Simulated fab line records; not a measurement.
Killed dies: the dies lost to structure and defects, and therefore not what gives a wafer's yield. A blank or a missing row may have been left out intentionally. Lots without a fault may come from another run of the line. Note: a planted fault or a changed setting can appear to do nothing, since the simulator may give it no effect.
fab line records	flow sky130
record lots=6	wafers=18	last_day=50
route steps=708 shown LI_CONTACT@366 LOCAL_INTERCONNECT@387 CONTACT@406 PAD_OPEN@708
lots untouched by any fault: they come from a run of this same line in which no faults occurred
start_h: start of the lot's first displayed wafer, in hours after the record's first day	wait_h: time in hours since the lot's previous step	" unchanged from the row above	L1.1+2: one row covering several wafers at once	- either no value or no given start	* or withheld: withheld	< > ~ a bound
route shown NAME@n: a module of which the file shows steps, and the number in the route of the first	usual: mean/standard deviation taken from wafers without a fault	same: alike in all rows	chamber/n: place in a boat	sites: per-site readings	_std_site: the standard deviation of these	_edge_site: the outer-site mean with the inner-site mean subtracted	radius_mm: how far each site lies from the wafer's centre	mask NAME#n: copy n	behind: the most recent tool/chamber to have shaped the wafer	hold: reason for holding the lot/hours on hold/outcome of the hold	device: names the non-switching transistor (n, p or np)	end of line: the route-end tests of the same wafers	step lacking rows: just its recipe	killed: dies lost to structure and defects at the first sort, not the wafer's yield	map: the dies of a wafer, with x for killed, . for not killed, _ for no die there
set.NAME: the setting the step ran with; set.NAME@STEP: the setting that earlier step ran with	model.NAME: the simulator's own value behind a step, which no gauge read
lots at selected steps of the route; one table per step, one row per wafer
services: the hour from which a tool's chamber was out of use, counted from the record's first day as start_h (under 0 if before that day), plus the number of hours and why
## steps
# step SKY_LI_CONTACT_DEHYDRATE_04
# recipe temp_c=200	time_s=60
# step SKY_LI_CONTACT_HMDS_05
# recipe prime_time_s=60	prime_temp_c=120
# step SKY_LI_CONTACT_COAT_06
# recipe resist=BARC	temp_c=withheld	time_s=withheld	spin_rpm=3000	resist_thk_nm=60
# step SKY_LI_CONTACT_COAT_07
# recipe resist=KrF-thick	spin_rpm=3000	resist_thk_nm=450
# step SKY_LI_CONTACT_SOFTBAKE_08
# recipe temp_c=100	time_s=90	resist=KrF-thick
# step SKY_LI_CONTACT_EXPOSE_09
# recipe mask_id=LICM1	na=0.8	source_shape=annular	sigma_inner=0.55	sigma_outer=0.85	target_cd_nm=170	dose_mj=38
# step SKY_LI_CONTACT_PEB_10
# recipe peb_temp_c=withheld	peb_time_s=withheld	resist=KrF-thick
# step SKY_LI_CONTACT_DEVELOP_11
# recipe develop_time_s=60	resist=KrF-thick	dev_temp_c=21
# step SKY_LI_CONTACT_CD_MEAS_12
# recipe target_cd_nm=170
# usual cd_nm=170.1/1.4
lot.wafer	tool	chamber	start_h	wait_h	cd_nm
L207.4	cd_sem-02	-	700.81	-	170.1
L207.5	"	-	"	"	169.8
L207.6	"	-	"	"	169.3
L210.1	cd_sem-02	-	731.05	-	172.5
L210.2	"	-	"	"	171.4
L210.4	"	-	"	"	171.6
L219.4	cd_sem-01	-	790.51	-	169.0
L219.5	"	-	"	"	169.9
L219.6	"	-	"	"	171.1
L220.2	cd_sem-02	-	800.96	-	168.5
L220.3	"	-	"	"	169.1
L220.6	"	-	"	"	167.7
L222.2	cd_sem-02	-	814.73	-	171.3
L222.3	"	-	"	"	171.1
L222.5	"	-	"	"	171.1
L227.2	cd_sem-02	-	845.62	-	171.1
L227.5	"	-	"	"	172.2
L227.6	"	-	"	"	170.2
# step SKY_LI_CONTACT_OVL_MEAS_13
# usual LI_CONTACT_OVL=0/5.6
lot.wafer	tool	chamber	start_h	wait_h	LI_CONTACT_OVL[nm]
L207.4	overlay-01	-	700.89	0.1	5
L207.5	"	-	"	"	0
L207.6	"	-	"	"	0
L210.1	overlay-01	-	731.17	0.1	-8
L210.2	"	-	"	"	-11
L210.4	"	-	"	"	-8
L219.4	overlay-02	-	790.59	0.1	5
L219.5	"	-	"	"	5
L219.6	"	-	"	"	-1
L220.2	overlay-01	-	801.07	0.1	6
L220.3	"	-	"	"	0
L220.6	"	-	"	"	1
L222.2	overlay-01	-	814.84	0.1	8
L222.3	"	-	"	"	14
L222.5	"	-	"	"	12
L227.2	overlay-02	-	845.72	0.1	0
L227.5	"	-	"	"	0
L227.6	"	-	"	"	4
# step SKY_LI_CONTACT_ETCH_14
# recipe chemistry=N2/H2	target=BARC	ion_energy_ev=200	source_w=500	bias_w=100	pressure_mtorr=30	n2_flow_sccm=100	h2_flow_sccm=200	stop_on=SiO2	time_s=45.9	target_depth_a=600
# step SKY_LI_CONTACT_ETCH_15
# recipe target=PSG	chemistry=C4F8/O2/Ar	stop_on=Si	taper_deg=4.15	mask_material=KrF-thick	source_w=1523	bias_w=1200	pressure_mtorr=40	c4f8_flow_sccm=withheld	O2_flow_sccm=6	Ar_flow_sccm=300	time_s=withheld	target_depth_a=6000
# usual oes_product_au=0.848/0.0047
lot.wafer	tool	chamber	start_h	wait_h	oes_product_au
L207.4	rie_diel-03	0	700.95	0.0	0.851
L207.5	"	1	"	"	0.849
L207.6	"	0	"	"	0.852
L210.1	rie_diel-01	1	731.25	0.0	0.841
L210.2	"	3	"	"	0.849
L210.4	"	2	"	"	0.845
L219.4	rie_diel-03	0	790.65	0.0	0.847
L219.5	"	3	"	"	0.849
L219.6	"	0	"	"	0.853
L220.2	rie_diel-03	2	801.16	0.0	0.851
L220.3	"	2	"	"	0.854
L220.6	"	2	"	"	0.846
L222.2	rie_diel-04	2	814.91	0.0	0.849
L222.3	"	0	"	"	0.848
L222.5	"	1	"	"	0.848
L227.2	rie_diel-04	0	845.79	0.0	0.847
L227.5	"	1	"	"	0.848
L227.6	"	0	"	"	0.844
# step SKY_LI_CONTACT_STRIP_16
# recipe chemistry=O2/N2	power_w=1400	pressure_mtorr=1500	platen_temp_c=withheld	o2_flow_sccm=3000	n2_flow_sccm=300	overash_fraction=0.5
# usual drypump_motor_current_A=5.5/0.56	oes_product_au=0.375/0.0052	strip_time_to_endpoint_s=3.492/0.023
lot.wafer	tool	chamber	start_h	wait_h	drypump_motor_current_A	oes_product_au	rf_hours_counter_h	strip_time_to_endpoint_s
L207.4	plasma_asher-03	1	701.07	-	4.7	0.380	-	3.476
L207.5	"	0	"	"	5.7	0.375	-	3.475
L207.6	"	1	"	"	4.6	0.375	-	3.502
L210.1	plasma_asher-04	1	731.33	-	5.5	0.368	85	3.497
L210.2	"	0	"	"	6.4	0.379	85	3.460
L210.4	"	0	"	"	6.3	0.374	-	3.496
L219.4	plasma_asher-04	0	790.77	-	6.3	0.368	-	3.493
L219.5	"	0	"	"	6.3	0.382	-	3.486
L219.6	"	1	"	"	5.4	0.372	-	3.481
L220.2	plasma_asher-04	1	801.29	-	5.5	0.372	95	3.520
L220.3	"	0	"	"	6.3	0.380	-	3.494
L220.6	"	1	"	"	5.5	0.380	-	3.504
L222.2	plasma_asher-03	1	815.00	-	4.6	0.375	68	3.484
L222.3	"	0	"	"	5.7	0.374	-	3.461
L222.5	"	0	"	"	5.7	0.382	-	3.498
L227.2	plasma_asher-01	0	845.88	-	5.0	0.368	38	3.465
L227.5	"	0	"	"	4.9	0.376	-	3.442
L227.6	"	1	"	"	5.5	0.368	-	3.459
# step SKY_LI_CONTACT_CLEAN_17
# recipe chemistry=NMP	time_s=600	temp_c=60	dry=n2_spin
# step SKY_LI_CONTACT_PRE_CLEAN_18
# recipe gas=Ar	time_s=5.6	bias_v=358
# step SKY_LI_CONTACT_SPUTTER_19
# recipe material=Ti	target_thk_nm=20	chamber_pressure_pa=5	power_w=2500	substrate_temp_c=200	time_s=106.37
# usual throttle_valve_pct=29.6/1
lot.wafer	tool	chamber	start_h	wait_h	throttle_valve_pct
L207.4	pvd_sputter-03	-	701.33	0.0	29.1
L207.5	"	-	"	"	30.0
L207.6	"	-	"	"	29.3
L210.1	pvd_sputter-03	-	731.63	0.0	29.7
L210.2	"	-	"	"	28.7
L210.4	"	-	"	"	29.0
L219.4	pvd_sputter-01	-	791.03	0.0	29.6
L219.5	"	-	"	"	32.1
L219.6	"	-	"	"	29.3
L220.2	pvd_sputter-03	-	801.59	0.0	28.9
L220.3	"	-	"	"	29.4
L220.6	"	-	"	"	29.7
L222.2	pvd_sputter-03	-	815.29	0.0	29.5
L222.3	"	-	"	"	29.7
L222.5	"	-	"	"	29.7
L227.2	pvd_sputter-03	-	846.17	0.0	29.1
L227.5	"	-	"	"	29.2
L227.6	"	-	"	"	29.0
# step SKY_LI_CONTACT_SPUTTER_20
# recipe material=TiN	target_thk_nm=20	chamber_pressure_pa=5	power_w=4000	time_s=80
# usual throttle_valve_pct=29.6/1
lot.wafer	tool	chamber	start_h	wait_h	throttle_valve_pct
L207.4	pvd_sputter-03	-	701.40	0.0	28.4
L207.5	"	-	"	"	29.5
L207.6	"	-	"	"	29.4
L210.1	pvd_sputter-03	-	731.70	0.0	29.9
L210.2	"	-	"	"	28.9
L210.4	"	-	"	"	28.7
L219.4	pvd_sputter-01	-	791.10	0.0	29.7
L219.5	"	-	"	"	32.8
L219.6	"	-	"	"	29.5
L220.2	pvd_sputter-03	-	801.66	0.0	28.6
L220.3	"	-	"	"	29.8
L220.6	"	-	"	"	29.7
L222.2	pvd_sputter-03	-	815.37	0.0	29.4
L222.3	"	-	"	"	30.1
L222.5	"	-	"	"	29.8
L227.2	pvd_sputter-03	-	846.25	0.0	28.8
L227.5	"	-	"	"	29.3
L227.6	"	-	"	"	29.2
# step SKY_LI_CONTACT_CVD_21
# recipe material=W	target_thk_nm=400	time_s=120.56	temp_c=400	pressure_torr=40
# step SKY_LI_CONTACT_RS_MEAS_22
# recipe thk_meas_gauge=four-point-probe	reads=W_of_LI_CONTACT_CVD_21+TiN_of_LI_CONTACT_SPUTTER_20+Ti_of_LI_CONTACT_SPUTTER_19
# usual LI_CONTACT_W_RS=0.2859/0.0026
lot.wafer	tool	chamber	start_h	wait_h	LI_CONTACT_W_RS[ohm/sq]
L207.4	film_metro-02	-	701.78	0.1	0.2836
L207.5	"	-	"	"	0.2872
L207.6	"	-	"	"	0.2871
L210.1	film_metro-04	-	731.89	0.1	0.2883
L210.2	"	-	"	"	0.2880
L210.4	"	-	"	"	0.2850
L219.4	film_metro-01	-	791.35	0.1	0.2910
L219.5	"	-	"	"	0.2879
L219.6	"	-	"	"	0.2882
L220.2	film_metro-04	-	801.87	0.1	0.2861
L220.3	"	-	"	"	0.2908
L220.6	"	-	"	"	0.2902
L222.2	film_metro-01	-	815.58	0.1	0.2888
L222.3	"	-	"	"	0.2843
L222.5	"	-	"	"	0.2844
L227.2	film_metro-02	-	846.46	0.1	0.2831
L227.5	"	-	"	"	0.2866
L227.6	"	-	"	"	0.2880
# step SKY_LI_CONTACT_THK_MEAS_23
# recipe thk_meas_gauge=xrf	reads=W_of_LI_CONTACT_CVD_21
# usual LI_CONTACT_W_THK=406/5.7
lot.wafer	tool	chamber	start_h	wait_h	LI_CONTACT_W_THK[nm]
L207.4	film_metro-02	-	701.87	0.1	404
L207.5	"	-	"	"	398
L207.6	"	-	"	"	401
L210.1	film_metro-04	-	732.01	0.1	410
L210.2	"	-	"	"	410
L210.4	"	-	"	"	414
L219.4	film_metro-01	-	791.44	0.1	394
L219.5	"	-	"	"	401
L219.6	"	-	"	"	398
L220.2	film_metro-04	-	801.98	0.1	406
L220.3	"	-	"	"	401
L220.6	"	-	"	"	400
L222.2	film_metro-01	-	815.69	0.1	408
L222.3	"	-	"	"	411
L222.5	"	-	"	"	414
L227.2	film_metro-02	-	846.57	0.1	401
L227.5	"	-	"	"	401
L227.6	"	-	"	"	400
# step SKY_LI_CONTACT_CMP_24
# recipe stop_on=PSG	t_overpolish_s=20	down_force_psi=3.5	platen_rpm=60	target_thk_nm=0	pad_velocity_m_s=0.94248
# step SKY_LOCAL_INTERCONNECT_SPUTTER_00
# recipe material=TiN	target_thk_nm=100	temp_c=300	power_w=6500	time_s=83.3	chamber_pressure_pa=0.4
# step SKY_LOCAL_INTERCONNECT_RS_MEAS_01
# recipe thk_meas_gauge=four-point-probe	reads=TiN_of_LOCAL_INTERCONNECT_SPUTTER_00
# usual LOCAL_INTERCONNECT_TIN_RS=14.08/0.15
lot.wafer	tool	chamber	start_h	wait_h	LOCAL_INTERCONNECT_TIN_RS[ohm/sq]
L207.4	film_metro-03	-	702.32	0.1	14.15
L207.5	"	-	"	"	13.93
L207.6	"	-	"	"	13.96
L210.1	film_metro-03	-	732.43	0.0	14.15
L210.2	"	-	"	"	14.10
L210.4	"	-	"	"	14.17
L219.4	film_metro-04	-	791.89	0.1	13.96
L219.5	"	-	"	"	13.79
L219.6	"	-	"	"	13.98
L220.2	film_metro-03	-	802.41	0.1	13.96
L220.3	"	-	"	"	14.05
L220.6	"	-	"	"	13.97
L222.2	film_metro-03	-	816.12	0.1	13.96
L222.3	"	-	"	"	14.08
L222.5	"	-	"	"	13.88
L227.2	film_metro-04	-	847.00	0.1	13.93
L227.5	"	-	"	"	14.13
L227.6	"	-	"	"	14.15
# step SKY_LOCAL_INTERCONNECT_THK_MEAS_02
# recipe thk_meas_gauge=xrf	reads=TiN_of_LOCAL_INTERCONNECT_SPUTTER_00
# usual LOCAL_INTERCONNECT_TIN_THK=103.2/1
lot.wafer	tool	chamber	start_h	wait_h	LOCAL_INTERCONNECT_TIN_THK[nm]
L207.4	film_metro-03	-	702.41	0.1	102.8
L207.5	"	-	"	"	104.2
L207.6	"	-	"	"	104.0
L210.1	film_metro-03	-	732.55	0.1	102.7
L210.2	"	-	"	"	102.9
L210.4	"	-	"	"	102.9
L219.4	film_metro-04	-	791.98	0.1	103.5
L219.5	"	-	"	"	105.1
L219.6	"	-	"	"	104.2
L220.2	film_metro-03	-	802.52	0.1	103.4
L220.3	"	-	"	"	103.2
L220.6	"	-	"	"	104.2
L222.2	film_metro-03	-	816.23	0.1	104.3
L222.3	"	-	"	"	103.8
L222.5	"	-	"	"	104.4
L227.2	film_metro-04	-	847.11	0.1	104.7
L227.5	"	-	"	"	103.1
L227.6	"	-	"	"	103.0
# step SKY_LOCAL_INTERCONNECT_DEHYDRATE_03
# recipe temp_c=200	time_s=60
# step SKY_LOCAL_INTERCONNECT_HMDS_04
# recipe prime_time_s=60	prime_temp_c=120
# step SKY_LOCAL_INTERCONNECT_COAT_05
# recipe resist=BARC	temp_c=withheld	time_s=withheld	spin_rpm=3000	resist_thk_nm=60
# step SKY_LOCAL_INTERCONNECT_COAT_06
# recipe resist=KrF-thick	spin_rpm=3000	resist_thk_nm=450
# step SKY_LOCAL_INTERCONNECT_SOFTBAKE_07
# recipe temp_c=100	time_s=90	resist=KrF-thick
# step SKY_LOCAL_INTERCONNECT_EXPOSE_08
# recipe mask_id=LI1M	na=0.8	source_shape=annular	sigma_inner=0.55	sigma_outer=0.85	target_cd_nm=170	dose_mj=28
# step SKY_LOCAL_INTERCONNECT_PEB_09
# recipe peb_temp_c=withheld	peb_time_s=withheld	resist=KrF-thick
# step SKY_LOCAL_INTERCONNECT_DEVELOP_10
# recipe develop_time_s=60	resist=KrF-thick	dev_temp_c=21
# step SKY_LOCAL_INTERCONNECT_CD_MEAS_11
# recipe target_cd_nm=170
# usual cd_nm=170.1/1.4
lot.wafer	tool	chamber	start_h	wait_h	cd_nm
L207.4	cd_sem-01	-	730.52	-	168.8
L207.5	"	-	"	"	169.4
L207.6	"	-	"	"	169.8
L210.1	cd_sem-01	-	760.16	-	168.5
L210.2	"	-	"	"	168.9
L210.4	"	-	"	"	170.1
L219.4	cd_sem-02	-	818.47	-	168.9
L219.5	"	-	"	"	170.3
L219.6	"	-	"	"	170.6
L220.2	cd_sem-01	-	828.18	-	171.4
L220.3	"	-	"	"	171.1
L220.6	"	-	"	"	170.0
L222.2	cd_sem-02	-	842.23	-	171.3
L222.3	"	-	"	"	169.5
L222.5	"	-	"	"	169.7
L227.2	cd_sem-01	-	872.67	-	171.4
L227.5	"	-	"	"	171.8
L227.6	"	-	"	"	172.8
# step SKY_LOCAL_INTERCONNECT_OVL_MEAS_12
# usual LOCAL_INTERCONNECT_OVL=3/6.1
lot.wafer	tool	chamber	start_h	wait_h	LOCAL_INTERCONNECT_OVL[nm]
L207.4	overlay-02	-	730.60	0.1	17
L207.5	"	-	"	"	10
L207.6	"	-	"	"	17
L210.1	overlay-02	-	760.28	0.1	-1
L210.2	"	-	"	"	-3
L210.4	"	-	"	"	-5
L219.4	overlay-02	-	818.55	0.1	-1
L219.5	"	-	"	"	10
L219.6	"	-	"	"	3
L220.2	overlay-02	-	828.29	0.1	-2
L220.3	"	-	"	"	3
L220.6	"	-	"	"	-6
L222.2	overlay-01	-	842.34	0.1	-5
L222.3	"	-	"	"	-1
L222.5	"	-	"	"	-4
L227.2	overlay-02	-	872.77	0.1	2
L227.5	"	-	"	"	4
L227.6	"	-	"	"	8
# step SKY_LOCAL_INTERCONNECT_ETCH_13
# recipe chemistry=N2/H2	target=BARC	ion_energy_ev=200	bias_w=100	pressure_mtorr=30	n2_flow_sccm=100	h2_flow_sccm=200	icp_w=500	stop_on=SiO2	time_s=45.9	target_depth_a=600
# usual drypump_motor_current_A=5.6/0.44	he_backside_leak_sccm=3.16/0.13	oes_product_au=0.855/0.0051	throttle_valve_pct=13.223/0.0084
lot.wafer	tool	chamber	start_h	wait_h	drypump_motor_current_A	he_backside_leak_sccm	oes_product_au	rf_hours_counter_h	throttle_valve_pct
L207.4	rie_metal-02	1	730.64	0.0	5.8	2.82	0.859	-	13.215
L207.5	"	0	"	"	6.2	3.21	0.852	-	13.217
L207.6	"	1	"	"	5.8	2.80	0.850	-	13.235
L210.1	rie_metal-02	0	760.32	0.0	6.2	3.24	0.853	4	13.226
L210.2	"	0	"	"	6.2	3.14	0.853	-	13.231
L210.4	"	0	"	"	6.2	3.26	0.856	-	13.221
L219.4	rie_metal-02	1	818.59	0.0	5.7	3.41	0.860	-	13.219
L219.5	"	1	"	"	5.7	3.36	0.853	-	13.219
L219.6	"	0	"	"	6.2	3.22	0.855	-	13.216
L220.2	rie_metal-04	0	828.32	0.0	5.1	3.16	0.850	8	13.226
L220.3	"	0	"	"	5.1	3.06	0.856	-	13.210
L220.6	"	0	"	"	5.1	2.99	0.855	-	13.213
L222.2	rie_metal-04	1	842.37	0.0	5.7	3.06	0.851	3	13.222
L222.3	"	1	"	"	5.7	3.12	0.865	-	13.226
L222.5	"	1	"	"	5.7	3.12	0.851	-	13.231
L227.2	rie_metal-04	1	872.80	0.0	5.7	3.16	0.856	4	13.216
L227.5	"	1	"	"	5.7	3.14	0.849	-	13.222
L227.6	"	0	"	"	5.1	3.14	0.857	-	13.221
# step SKY_LOCAL_INTERCONNECT_METAL_ETCH_14
# recipe target_depth_nm=110	stop_on=PSG	chemistry=Cl2/BCl3	target=TiN	resist_sidewall_deg=88	pressure_mtorr=10	icp_w=900	bias_w=48.5	Cl2_flow_sccm=60	bcl3_flow_sccm=30	time_s=31.4
# step SKY_LOCAL_INTERCONNECT_STRIP_15
# recipe chemistry=O2/N2	power_w=1400	pressure_mtorr=1500	platen_temp_c=withheld	o2_flow_sccm=3000	n2_flow_sccm=300	overash_fraction=0.5
# usual drypump_motor_current_A=5.5/0.53	oes_product_au=0.427/0.0046	strip_time_to_endpoint_s=4.721/0.017
lot.wafer	tool	chamber	start_h	wait_h	drypump_motor_current_A	oes_product_au	rf_hours_counter_h	strip_time_to_endpoint_s
L207.4	plasma_asher-03	1	730.77	0.1	4.6	0.431	-	4.718
L207.5	"	0	"	"	5.8	0.434	-	4.745
L207.6	"	1	"	"	4.6	0.427	-	4.734
L210.1	plasma_asher-01	0	760.55	0.1	4.9	0.430	33	4.716
L210.2	"	1	"	"	5.5	0.420	33	4.705
L210.4	"	1	"	"	5.5	0.433	-	4.713
L219.4	plasma_asher-01	1	818.72	0.1	5.5	0.426	-	4.717
L219.5	"	0	"	"	5.0	0.429	-	4.728
L219.6	"	1	"	"	5.5	0.427	-	4.737
L220.2	plasma_asher-02	1	828.43	0.0	5.8	0.439	11	4.723
L220.3	"	1	"	"	5.8	0.429	-	4.742
L220.6	"	1	"	"	5.8	0.418	-	4.715
L222.2	plasma_asher-03	1	842.48	0.0	4.6	0.434	71	4.768
L222.3	"	0	"	"	5.7	0.433	-	4.739
L222.5	"	1	"	"	4.6	0.427	-	4.762
L227.2	plasma_asher-01	0	872.92	0.0	4.9	0.424	41	4.715
L227.5	"	0	"	"	4.9	0.423	-	4.743
L227.6	"	1	"	"	5.5	0.425	-	4.729
# step SKY_LOCAL_INTERCONNECT_STRIP_16
# recipe chemistry=post_etch_residue_remover	time_s=1200	temp_c=72.5
# step SKY_LOCAL_INTERCONNECT_CLEAN_17
# recipe chemistry=IPA	time_s=180	temp_c=25
# step SKY_LOCAL_INTERCONNECT_CLEAN_18
# recipe chemistry=O3/DIW	dry=n2_spin
# step SKY_CONTACT_CVD_00
# recipe material=Si3N4	target_thk_nm=75	temp_c=400	time_s=withheld	rf_w=450
# step SKY_CONTACT_THK_MEAS_01
# recipe reads=Si3N4_of_CONTACT_CVD_00
# usual CONTACT_CVD_00_THK=74.7/0.95
lot.wafer	tool	chamber	start_h	wait_h	CONTACT_CVD_00_THK[nm]
L207.4	film_metro-02	-	731.40	-	75.3
L207.5	"	-	"	"	74.5
L207.6	"	-	"	"	74.7
L210.1	film_metro-03	-	761.20	-	74.0
L210.2	"	-	"	"	74.8
L210.4	"	-	"	"	75.1
L219.4	film_metro-02	-	819.34	-	74.5
L219.5	"	-	"	"	75.0
L219.6	"	-	"	"	75.3
L220.2	film_metro-03	-	829.13	-	74.3
L220.3	"	-	"	"	75.1
L220.6	"	-	"	"	75.2
L222.2	film_metro-02	-	843.14	-	74.4
L222.3	"	-	"	"	74.6
L222.5	"	-	"	"	74.0
L227.2	film_metro-02	-	873.56	-	73.9
L227.5	"	-	"	"	75.3
L227.6	"	-	"	"	74.6
# step SKY_PAD_OPEN_PROBE_99
# usual killed_at_M0_to_M3=43/6.9	killed_at_M4_up=3.2/2	killed_at_contacts=25/5.1	killed_at_front_end=15/4.5	killed_at_other=0.2/0.51	killed_dies=85/9.5	killed_on_rim=16/3.7	killed_open=48/6.9	killed_short=38/6.7
# same gross_dies=492	killed_at_back_side=0
lot.wafer	tool	chamber	start_h	wait_h	killed_at_M0_to_M3	killed_at_M4_up	killed_at_contacts	killed_at_front_end	killed_at_other	killed_dies	killed_on_rim	killed_open	killed_short
L210.2	prober-02	-	1117.71	0.1	42	9	25	16	1	93	15	41	52
L210.4	prober-02	-	1117.81	0.2	40	3	30	26	0	99	22	55	44
L219.4	prober-01	-	1159.37	0.2	46	6	76	20	0	148	24	43	51
L219.5	prober-01	-	1159.42	0.2	47	5	66	7	0	125	29	38	37
L220.2	prober-02	-	1165.52	0.1	39	1	36	15	0	91	20	51	40
L220.3	prober-02	-	1165.57	0.2	41	1	79	16	0	137	25	45	35
L220.6	prober-02	-	1165.72	0.2	52	5	26	17	0	100	23	58	42
# killed by level:class
L210.2 VIA1:geometric_particle:open=10 CONTACT:geometric_particle:short=8 CONTACT:geometric_particle:open=8 VIA2:geometric_particle:open=6 METAL4:geometric_particle:short=6 VIA1:geometric_particle:short=5 POLY_GATE:geometric_particle:short=5 LI_CONTACT:geometric_particle:open=5
L210.4 FIELD_ISO:geometric_particle:open=15 CONTACT:geometric_particle:open=11 VIA1:geometric_particle:open=9 FIELD_ISO:geometric_particle:short=6 VIA1:geometric_particle:short=6 LI_CONTACT:geometric_particle:open=5 CONTACT:geometric_particle:short=5 VIA3:geometric_particle:open=5
L219.4 LI_CONTACT:unspecified=54 POLY_GATE:geometric_particle:short=9 LI_CONTACT:geometric_particle:open=9 METAL1:geometric_particle:short=8 VIA1:geometric_particle:open=6 VIA2:geometric_particle:open=6 LOCAL_INTERCONNECT:geometric_particle:short=5 METAL2:geometric_particle:short=5
L219.5 LI_CONTACT:unspecified=50 VIA1:geometric_particle:open=8 VIA3:geometric_particle:open=6 VIA1:geometric_particle:short=6 LI_CONTACT:geometric_particle:open=5 CONTACT:geometric_particle:short=5 VIA2:geometric_particle:short=5 METAL2:geometric_particle:short=5
L220.2 VIA1:geometric_particle:open=10 LI_CONTACT:geometric_particle:open=9 LOCAL_INTERCONNECT:geometric_particle:short=9 CONTACT:geometric_particle:open=8 FIELD_ISO:geometric_particle:open=5 LI_CONTACT:geometric_particle:short=5 VIA2:geometric_particle:open=5 METAL1:geometric_particle:short=4
L220.3 LI_CONTACT:unspecified=57 VIA1:geometric_particle:open=11 FIELD_ISO:geometric_particle:open=8 LI_CONTACT:geometric_particle:open=6 CONTACT:geometric_particle:short=6 CONTACT:geometric_particle:open=5 METAL2:geometric_particle:short=5 VIA3:geometric_particle:open=5
L220.6 VIA1:geometric_particle:open=16 CONTACT:geometric_particle:open=10 POLY_GATE:geometric_particle:open=7 LI_CONTACT:geometric_particle:open=7 METAL2:geometric_particle:short=7 METAL1:geometric_particle:short=6 VIA1:geometric_particle:short=6 VIA3:geometric_particle:open=5
# map L219.4 (x killed, . not)
__________xxxxxx...._________
________xxxxxxxxx...x._______
______.xxxxxxxxxx..x..x._____
_____.x.xxxxxxxxx..x.....____
____...xxxxxxxxxx.xx..x...___
___..x..xxxxxxxx.......xx..__
__......x..xxxxxx..........._
_...x.....x.x....x.........x.
_......x.x.xx.x.xx.x..x.....x
_.xxx..xx............x.xx....
_..x.x..x.xx....xx.x.........
_.......x....................
_x..x..x..x.x...........x..x.
_.............x..x...x....x..
_....x..x..........x.........
__.x..xx.x..x..............._
___........x....x.....x...x__
____x..xx..xx....x.x.xxx..___
_____....x.x..x..x.x.x...____
______...........xx....._____
________..x.....x....._______
__________.x.x.....x_________
# map L220.3 (x killed, . not)
__________xxxxxxxx.._________
________.xxxxxxxxx...x_______
______xxxxxxxxxxx.xx...._____
_____.x.xxxxxxxxx...x....____
____...xxxxxxxxxx..x.x....___
___....xxxxxxxx..xx.x.....x__
__x.....xx.xxx..x...x......._
_......x.x..xx........x.x...x
_........x...................
_x.x....x.x..x..x............
_..x................x.....xx.
_........x..x.....xx....x.x..
_x.......x....x......x..x....
_..x.x.x...........xx........
_.....x.xxx.x...x............
__..x.xx.............x......_
___......x.....x...xx......__
____........x.....x.x.....___
_____...............xxx.x____
______x.....x.....x....._____
________......x...x.xx_______
__________.....x...._________
## services
tool	chamber	start_h	hours	kind
plasma_asher-02	-	680.79	1.9	repair
rie_metal-02	-	692.06	0.1	repair
plasma_asher-04	-	719.60	3.7	repair
rie_diel-04	2	726.20	6.3	repair
rie_diel-03	2	735.45	9.5	repair
rie_diel-03	-	754.69	4.3	pm
rie_diel-04	2	761.29	6.1	repair
rie_metal-02	-	768.36	0.3	repair
plasma_asher-01	-	769.67	47.9	repair
plasma_asher-03	-	790.26	19.0	repair
rie_diel-03	3	796.82	8.6	repair
rie_diel-03	0	797.94	14.8	repair
rie_metal-04	0	801.66	11.3	repair
plasma_asher-01	-	804.78	1.5	repair
rie_diel-03	2	805.35	5.2	repair
rie_diel-03	-	807.17	1.9	repair
plasma_asher-04	-	819.50	62.9	repair
pvd_sputter-03	-	822.34	6.6	repair
rie_diel-03	3	823.25	1.6	repair
rie_metal-02	-	824.98	2.8	pm
rie_metal-02	-	831.19	0.7	repair
rie_diel-04	2	844.41	4.4	repair
rie_diel-04	-	849.26	15.6	pm
plasma_asher-01	-	866.85	5.1	repair
## key
first_sign step=SKY_PAD_OPEN_PROBE_99	reading=killed_at_contacts	direction=up	sigmas=9.6	usual=25	struck=74
effect step=SKY_PAD_OPEN_PROBE_99	reading=killed_dies	direction=up	sigmas=5.4	usual=85	struck=137
met_at SKY_LI_CONTACT_STRIP_16
struck_wafers L219.4,L219.5,L220.3
tester_left_out L219,L220
onset_between 731.33 790.77
fault kind=chamber_particle_source	tool=plasma_asher-04	chamber=0	onset_h=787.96	steps=SKY_LI_CONTACT_STRIP_16	rate_per_visit_cm2=1.1155	end_h=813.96
# tester_left_out: of these lots the tester's yield and bins aren't shown, on N5 and GAA mostly nor the transistor test; their killed dies are dies lost to structure and defects alone, not to doping, threshold or leakage, so they don't give the yield
